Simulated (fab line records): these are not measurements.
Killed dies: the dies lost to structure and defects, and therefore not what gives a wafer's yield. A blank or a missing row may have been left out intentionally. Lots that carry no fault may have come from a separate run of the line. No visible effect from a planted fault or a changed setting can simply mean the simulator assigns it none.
Which tool did it? | flow sfq line | 45 wafers sampled from 15 lots at 1 step of a route of 325

WHAT THE GAUGES SHOWED, per wafer
No reading from a measuring or inspecting step in the record can be judged against a usual standard deviation.

WHICH TOOL RAN EACH LOT (tool, then ch and the chambers of the sampled wafers, then the start)
lot  | SFQ_TRILAYER_M6_LITHO_DEVELOP_161
L683 | litho track-04 ch 0, day 74 05:05
L684 | litho track-04 ch 0, day 74 08:41
L685 | litho track-04 ch 0, day 78 20:25
L686 | litho track-04 ch 0, day 78 22:22
L687 | litho track-03 ch 0, day 78 23:34
L689 | litho track-01 ch 0, day 79 05:35
L690 | litho track-04 ch 0, day 79 09:13
L691 | litho track-03 ch 0, day 79 10:23
L692 | litho track-03 ch 0, day 79 12:46
L694 | litho track-04 ch 0, day 79 17:34
L695 | litho track-04 ch 0, day 79 21:20
L696 | litho track-03 ch 0, day 79 23:46
L704 | litho track-03, day 85 22:58
L705 | litho track-01, day 86 01:19
L706 | litho track-01, day 86 03:43
- SFQ_TRILAYER_M6_LITHO_DEVELOP_161: time 60 s.

WHAT THE TOOLS THEMSELVES READ (means of the sampled wafers that have a number; where no wafer has one, the mark that the record gives instead)
SFQ_TRILAYER_M6_LITHO_DEVELOP_161.
lot  | tool           | chill plate temp C (C) | exhaust pa (Pa)
L683 | litho track-04 | 23.13                  | 45.5
L684 | litho track-04 | 23.08                  | 44.6
L685 | litho track-04 | 22.94                  | 45.5
L686 | litho track-04 | 22.94                  | 46.5
L687 | litho track-03 | 22.87                  | 43.8
L689 | litho track-01 | 23.08                  | 44.9
L690 | litho track-04 | 23.00                  | 45.0
L691 | litho track-03 | 23.02                  | 46.1
L692 | litho track-03 | 23.25                  | 44.8
L694 | litho track-04 | 23.15                  | 45.3
L695 | litho track-04 | 23.06                  | 44.9
L696 | litho track-03 | 23.18                  | 44.2
L704 | litho track-03 | -                      | -
L705 | litho track-01 | -                      | -
L706 | litho track-01 | -                      | -

THE ANSWER, worked out from the rows above alone
Rule: the usual values come from the lots themselves. Put in order of their means at a reading, lots are off if they are a third of the lots or fewer, leave a main group of 4 or more, and stand apart from it by a gap of 3 or more times the standard deviation of the main group's means; of several such gaps the widest counts. If all means in a main group match to the digits the tables above print for the reading, that group is not used. Also off: a lot with no number at a reading for which 4 or more lots have one. All remaining lots with rows at the step are treated as sound. First the gauges in route order, then the tools' own readings, where a lot's mean is used as printed above. At the first step where some lot is off, the reading lying furthest off is the one used; lots without a number count as furthest.
Off: L704, L705, L706 (SFQ_TRILAYER_M6_LITHO_DEVELOP_161, chill plate temp C). Without a number there: L704, L705, L706. The main group has a mean of 23.06 C with a standard deviation of 0.11.
If a tool, at that step or one of the process steps before it, ran each lot that is off and ran no sound lot following the first of them, it fits. No candidate that was tried fits.

WHAT THE SIMULATOR PUT IN
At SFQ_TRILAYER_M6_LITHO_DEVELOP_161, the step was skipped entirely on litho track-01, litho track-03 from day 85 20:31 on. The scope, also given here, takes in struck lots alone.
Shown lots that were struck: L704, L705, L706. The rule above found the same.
